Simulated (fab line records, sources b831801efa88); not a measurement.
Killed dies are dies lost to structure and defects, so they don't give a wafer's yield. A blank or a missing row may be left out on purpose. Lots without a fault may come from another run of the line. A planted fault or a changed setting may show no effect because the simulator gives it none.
Chamber matching | flow sky130 | SKY_VIA3_CMP_02 on cmp-02: 4 sister chambers
The step polishes SiO2. 4 wafers are shown with their chamber, then 12 later ones without.

WAFERS WITH THEIR CHAMBER
wafer  | chamber | motor_current_A (A)
L091.5 | 2       | 12.0
L092.3 | 3       | 13.9
L092.4 | 0       | 10.3
L092.5 | 1       | 12.0

WAFERS WITHOUT THEIR CHAMBER
wafer  | motor_current_A (A)
L093.1 | 12.2
L093.4 | 10.3
L093.5 | 9.8
L094.3 | 12.2
L094.4 | 13.6
L094.6 | 13.1
L096.2 | 9.6
L096.3 | 13.2
L096.4 | 12.2
L097.2 | 13.4
L097.5 | 12.1
L097.6 | 11.7

WHICH CHAMBER EACH WENT THROUGH
wafer  | from the rows above          | in truth
L093.1 | can't be placed: 1 or 2      | 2
L093.4 | 0                            | 0
L093.5 | 0                            | 0
L094.3 | can't be placed: 1 or 2      | 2
L094.4 | 3                            | 3
L094.6 | can't be placed: 3 or 1 or 2 | 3
L096.2 | 0                            | 0
L096.3 | can't be placed: 3 or 1 or 2 | 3
L096.4 | can't be placed: 1 or 2      | 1
L097.2 | can't be placed: 3 or 1 or 2 | 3
L097.5 | can't be placed: 1 or 2      | 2
L097.6 | can't be placed: 1 or 2      | 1
Placed correctly: 4 of 12. Can't be placed from these rows: 8 (the true chamber is among the candidates in 8). Placed wrongly: 0.
How it was worked out, from the rows above alone: a wafer's distance from a chamber is the root of the sum, over the readings, of the square of ((its reading less the chamber's mean) divided by the reading's scatter). The wafer belongs to the nearest chamber; if the next one is less than 2 further off, it can't be placed. A chamber's mean is the mean of its shown wafers. The scatter: with one shown wafer a chamber, the root of the mean of the squares of how far each hidden wafer lies from its nearest shown one.
